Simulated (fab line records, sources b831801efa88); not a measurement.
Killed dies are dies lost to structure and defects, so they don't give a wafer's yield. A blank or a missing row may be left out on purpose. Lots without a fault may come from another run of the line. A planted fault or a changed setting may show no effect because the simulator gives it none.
A struck lot beside a sound one | flow sky130 | 27 steps out of a route of 708
Sound: wafers L437.1, L437.3, L437.5. Struck: wafers L445.1, L445.4, L445.5. The cause comes at the end.
At each step with rows: each side's tool, then ch and its chambers, then its first start. Under that, the readings that differ: sound wafers | struck wafers | difference of the means | sigmas: that difference in standard deviations of wafers without a fault.
alike: readings whose means differ by less than 2 such deviations, and words and numbers that are the same on both sides. not compared: withheld readings, readings that some wafer has no value for, bounds like >300 that may hide the same value, and numbers for which the record gives no deviation and whose values overlap.
The two part at a step that has a row with sigmas, a row that says differs or no value, or rows on one side only. Numbers that don't overlap but have no deviation are shown without sigmas and don't part them. A reading that every wafer of one side lacks parts them only if that side has two wafers or more.

first, 2 steps without rows for these wafers: SKY_LDD_LDN_PEB_05; SKY_LDD_LDN_DEVELOP_06 (develop time 60 s).
SKY_LDD_LDN_OVL_MEAS_07:
  sound on overlay-02, day 25 15:16; struck on overlay-01, day 28 01:01
  alike: LDD_LDN_OVL
then, 4 steps without rows for these wafers: SKY_LDD_LDN_IMPLANT_08; SKY_LDD_LDN_IMPLANT_09; SKY_LDD_LDN_IMPLANT_10; SKY_LDD_LDN_IMPLANT_11.
SKY_LDD_LDN_STRIP_12: strips in O2/N2.
  sound on plasma_asher-04 ch 0,1, day 25 15:53; struck on plasma_asher-02 ch 0,1, day 28 01:38
  alike: drypump_motor_current_A, oes_product_au, strip_time_to_endpoint_s
  not compared: rf_hours_counter_h
SKY_LDD_LDN_TW_MEAS_13:
  sound on film_metro-03, day 25 15:59; struck on film_metro-01, day 28 01:44
  alike: LDD_LDN_TW
then, 2 steps without rows for these wafers: SKY_LDD_LDN_CLEAN_14 (cleans in SC1/SC2, time 150 s); SKY_SPACER_CVD_00 (deposits Si3N4 from DCS/NH3, target thk 43.1 nm, time 740 s).
SKY_SPACER_THK_MEAS_01:
  sound on film_metro-03, day 25 17:19; struck on film_metro-02, day 28 03:04
  reading                | sound          | struck         | difference | sigmas
  SPACER_CVD_00_THK (nm) | 42.5 42.8 42.6 | 43.7 43.4 43.5 | +0.9       | +2
SKY_SPACER_ETCHBACK_02: etches Si3N4 in CH3F/O2, stops on SiO2, time 46.7 s, target depth 45 nm.
  sound on rie_diel-01 ch 1,3, day 25 17:22; struck on rie_diel-04 ch 0,2,3, day 28 03:07
  reading                                    | sound             | struck           | difference | sigmas
  model.SiO2_of_SONOS_ONO_CVD_04.thk_nm (nm) | 4.022 4.074 4.054 | 1.985 2.041 2.13 | -1.998     |
  alike: drypump_motor_current_A, oes_product_au, rf_fwd_power_W, throttle_valve_pct
  not compared: rf_hours_counter_h
then, 8 steps without rows for these wafers: SKY_POLY_CUT_DEHYDRATE_00 (time 60 s); SKY_POLY_CUT_HMDS_01 (prime time 60 s); SKY_POLY_CUT_COAT_02 (resist thk 60 nm); SKY_POLY_CUT_COAT_03 (resist thk 450 nm); SKY_POLY_CUT_SOFTBAKE_04 (time 90 s); SKY_POLY_CUT_EXPOSE_05 (exposes mask NPCM, target cd 270 nm); SKY_POLY_CUT_PEB_06; SKY_POLY_CUT_DEVELOP_07 (develop time 60 s).
SKY_POLY_CUT_CD_MEAS_08: target cd 270 nm.
  sound on cd_sem-02, day 26 22:37; struck on cd_sem-01, day 29 07:50
  alike: cd_nm
SKY_POLY_CUT_OVL_MEAS_09:
  sound on overlay-02, day 26 22:44; struck on overlay-01, day 29 07:57
  alike: POLY_CUT_OVL
SKY_POLY_CUT_ETCH_10: etches BARC in N2/H2, stops on SiO2, time 45.9 s, target depth 60 nm.
  sound on rie_diel-01 ch 1,2,3, day 26 22:46; struck on rie_diel-02 ch 0,3, day 29 07:59
  alike: drypump_motor_current_A, oes_product_au, rf_fwd_power_W, throttle_valve_pct
  not compared: rf_hours_counter_h
SKY_POLY_CUT_ETCH_11: etches Si3N4 in CF4/CH2F2/Ar, stops on poly-Si, time 42.5 s, target depth 60 nm.
  sound on rie_diel-01 ch 1,2,3, day 26 22:48; struck on rie_diel-02 ch 0,3, day 29 08:02
  reading                              | sound             | struck            | difference | sigmas
  oes_product_au (a.u.)                | 0.836 0.836 0.825 | 0.782 0.786 0.788 | -0.047     | -8
  model.etch.depth_nm (nm)             | 62.3 62.12 61.88  | 56.1 55.75 55.98  | -6.2       |
  model.POLY_CUT.feature_depth_nm (nm) | 62.3 62.12 61.88  | 56.1 55.75 55.98  | -6.2       |
  alike: cf4_flow_sccm, ch2f2_flow_sccm, drypump_motor_current_A, rf_fwd_power_W, throttle_valve_pct
  not compared: rf_hours_counter_h
SKY_POLY_CUT_STRIP_12: strips in O2/N2.
  sound on plasma_asher-01 ch 0,1, day 26 22:50; struck on plasma_asher-01 ch 0,1, day 29 08:04
  alike: drypump_motor_current_A, oes_product_au, strip_time_to_endpoint_s
  not compared: rf_hours_counter_h
-- the record jumps here: 20 days lie between the struck wafers' starts before and after (it left off in module POLY_CUT and takes up again in module PAD_OPEN, whose first step shown is number 708 of the route) --
SKY_PAD_OPEN_PROBE_99:
  sound on prober-01, day 47 19:15; struck on prober-02, day 49 08:54
  reading                           | sound             | struck            | difference | sigmas
  killed_at_front_end               | 14 23 24          | 6 14 14           | -9         | -2
  model.etest.pfet_01v8.r_on_ohm_um | 2832 2820 2807    | 2794 2680 2778    | -69        |
  model.etest.res_pdiff.line_ohm_um | 1344 1339 1348    | 1257 1275 1263    | -79        |
  model.etest.res_pdiff.rs_ohm_sq   | 193.9 195.2 195.3 | 179.2 179.6 181.2 | -14.8      |
  alike: killed_at_M0_to_M3, killed_at_M4_up, killed_at_contacts, killed_at_other, killed_dies, killed_open, killed_short
  not compared: model.etest.res_ndiff.line_ohm_um, model.etest.nfet_g5v0d10v5.r_on_ohm_um, model.etest.sonos_uncharged.r_on_ohm_um, model.etest.pfet_01v8.drive_ua_um, model.etest.pfet_01v8_hvt.drive_ua_um

WHERE THEY PART
First at SKY_SPACER_THK_MEAS_01; last, within this record, at SKY_PAD_OPEN_PROBE_99.

WHY: what the simulator had put in
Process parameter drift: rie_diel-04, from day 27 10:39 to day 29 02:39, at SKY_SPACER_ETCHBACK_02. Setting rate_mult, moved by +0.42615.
